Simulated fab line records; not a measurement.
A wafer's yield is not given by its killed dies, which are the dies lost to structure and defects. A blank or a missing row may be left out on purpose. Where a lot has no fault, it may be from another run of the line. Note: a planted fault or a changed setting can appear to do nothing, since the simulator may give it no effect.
The tool behind it: which one? + flow sky130 + Sampling: 13 lots, 39 wafers, 3 of 708 route steps

WHAT THE GAUGES SHOWED, per wafer
SKY_SONOS_ONO_CD_MEAS_13 targets a cd of 410 nm. Usual: cd nm 409.3 nm, standard deviation 1.8.
| lot  | measured     | on        | cd nm (nm)        | flag |
|------|--------------|-----------|-------------------|------|
| L426 | day 12 05:29 | cd sem-01 | 407.3 407.9 408.1 |      |
| L427 | day 12 13:34 | cd sem-02 | 412.8 412.4 412.1 |      |
| L430 | day 15 08:40 | cd sem-02 | 408.8 411.4 408.5 |      |
| L431 | day 15 13:38 | cd sem-01 | 411.4 410.8 411.2 |      |
| L432 | day 15 20:16 | cd sem-02 | 409.3 409.7 410.0 |      |
| L434 | day 16 02:13 | cd sem-02 | 408.6 409.5 411.2 |      |
| L433 | day 16 02:31 | cd sem-01 | 411.7 411.9 410.9 |      |
| L436 | day 16 02:47 | cd sem-02 | 410.5 410.6 409.9 |      |
| L437 | day 16 08:58 | cd sem-02 | 409.5 405.9 407.1 |      |
| L439 | day 17 11:05 | cd sem-01 | 407.7 407.7 407.8 |      |
| L446 | day 19 20:20 | cd sem-01 | 410.6 411.1 408.7 |      |
| L447 | day 20 09:40 | cd sem-01 | 408.9 408.5 406.7 |      |
| L449 | day 20 14:37 | cd sem-01 | 410.1 409.6 408.4 |      |

SKY_POLY_GATE_CD_MEAS_13 targets a cd of 150 nm. Usual: cd nm 150.5 nm, standard deviation 1.4.
| lot  | measured     | on        | cd nm (nm)        | flag |
|------|--------------|-----------|-------------------|------|
| L426 | day 15 22:29 | cd sem-01 | 150.8 151.1 150.2 |      |
| L427 | day 16 04:06 | cd sem-01 | 151.5 151.9 151.6 |      |
| L430 | day 19 09:11 | cd sem-02 | 150.9 150.6 150.4 |      |
| L431 | day 19 11:53 | cd sem-02 | 149.6 150.5 149.8 |      |
| L432 | day 20 00:44 | cd sem-02 | 149.3 150.7 150.4 |      |
| L434 | day 20 04:21 | cd sem-02 | 150.2 150.3 149.7 |      |
| L433 | day 20 08:04 | cd sem-02 | 151.3 152.4 151.0 |      |
| L436 | day 20 08:13 | cd sem-01 | 149.8 150.7 149.3 |      |
| L437 | day 20 10:19 | cd sem-02 | 149.8 147.7 148.2 |      |
| L439 | day 21 18:46 | cd sem-02 | 151.9 151.7 152.2 |      |
| L446 | day 23 23:05 | cd sem-02 | 148.0 147.7 149.1 |      |
| L447 | day 24 14:51 | cd sem-01 | 148.3 149.5 149.4 |      |
| L449 | day 24 15:56 | cd sem-01 | 150.2 152.3 151.1 |      |

WHICH TOOL RAN EACH LOT (tool, then ch and the chambers of the sampled wafers, then the start)
| lot  | SKY_SONOS_ONO_ETCH_15              |
|------|------------------------------------|
| L426 | rie diel-04 ch 1,2,3, day 12 05:38 |
| L427 | rie diel-02 ch 1,3, day 12 13:41   |
| L430 | rie diel-01 ch 1,2, day 15 08:49   |
| L431 | rie diel-04 ch 0,1,2, day 15 13:48 |
| L432 | rie diel-02 ch 0,1, day 15 20:25   |
| L434 | rie diel-01 ch 0,1,3, day 16 02:21 |
| L433 | rie diel-04 ch 0,1, day 16 02:39   |
| L436 | rie diel-01 ch 0,2,3, day 16 02:57 |
| L437 | rie diel-04 ch 1,2,3, day 16 09:05 |
| L439 | rie diel-01 ch 0,1,3, day 17 11:13 |
| L446 | rie diel-04 ch 1,2, day 19 20:29   |
| L447 | rie diel-01 ch 1,3, day 20 09:47   |
| L449 | rie diel-02 ch 1,3, day 20 14:46   |
- SKY_SONOS_ONO_ETCH_15: etches the open film in CHF3/O2, target depth 19.52 nm, time 7.8 s.

WHAT THE TOOLS THEMSELVES READ (means of the sampled wafers that have a number; where no wafer has one, the mark that the record gives instead)
SKY_SONOS_ONO_ETCH_15. Usual: chf3 flow sccm 50.00 sccm, standard deviation 0.15; drypump motor current A 5.5 A, standard deviation 0.41; oes product au 1.000 a.u., standard deviation 0.011; throttle valve pct 8.824 %, standard deviation 0.0094.
| lot  | tool        | chf3 flow sccm (sccm) | drypump motor current A (A) | oes product au (a.u.) | throttle valve pct (%) | flag |
|------|-------------|-----------------------|-----------------------------|-----------------------|------------------------|------|
| L426 | rie diel-04 | 50.07                 | 5.4                         | 1.003                 | 8.837                  |      |
| L427 | rie diel-02 | 50.07                 | 5.4                         | 0.990                 | 8.820                  |      |
| L430 | rie diel-01 | 50.05                 | 5.3                         | 0.997                 | 8.827                  |      |
| L431 | rie diel-04 | 50.03                 | 5.5                         | 1.005                 | 8.822                  |      |
| L432 | rie diel-02 | 50.13                 | 4.9                         | 0.995                 | 8.829                  |      |
| L434 | rie diel-01 | 49.94                 | 5.6                         | 0.998                 | 8.820                  |      |
| L433 | rie diel-04 | 50.13                 | 5.8                         | 1.001                 | 8.830                  |      |
| L436 | rie diel-01 | 50.09                 | 5.7                         | 0.990                 | 8.828                  |      |
| L437 | rie diel-04 | 49.74                 | 5.5                         | 1.005                 | 8.814                  |      |
| L439 | rie diel-01 | 49.89                 | 5.7                         | 1.000                 | 8.826                  |      |
| L446 | rie diel-04 | 50.05                 | 5.2                         | 1.005                 | 8.821                  |      |
| L447 | rie diel-01 | 49.93                 | 5.6                         | 0.993                 | 8.818                  |      |
| L449 | rie diel-02 | 49.94                 | 5.4                         | 0.999                 | 8.816                  |      |

THE ANSWER, worked out from the rows above alone
Rule: a lot counts as off when the mean over its wafers that have a number is more than 3 standard deviations away from the usual mean. Also off: a lot with no number at a reading for which 4 or more lots have one. All remaining lots with rows at the step are treated as sound. Order of review: gauges by route order, followed by the tools' own readings, for which a lot's mean as printed above is used. The first step at which some lot is off is used, and at that step the reading that is off furthest; a lot without a number counts as furthest.
None of the lots is off at any reading shown; this tells nothing.

WHAT HAD BEEN PUT IN BY THE SIMULATOR
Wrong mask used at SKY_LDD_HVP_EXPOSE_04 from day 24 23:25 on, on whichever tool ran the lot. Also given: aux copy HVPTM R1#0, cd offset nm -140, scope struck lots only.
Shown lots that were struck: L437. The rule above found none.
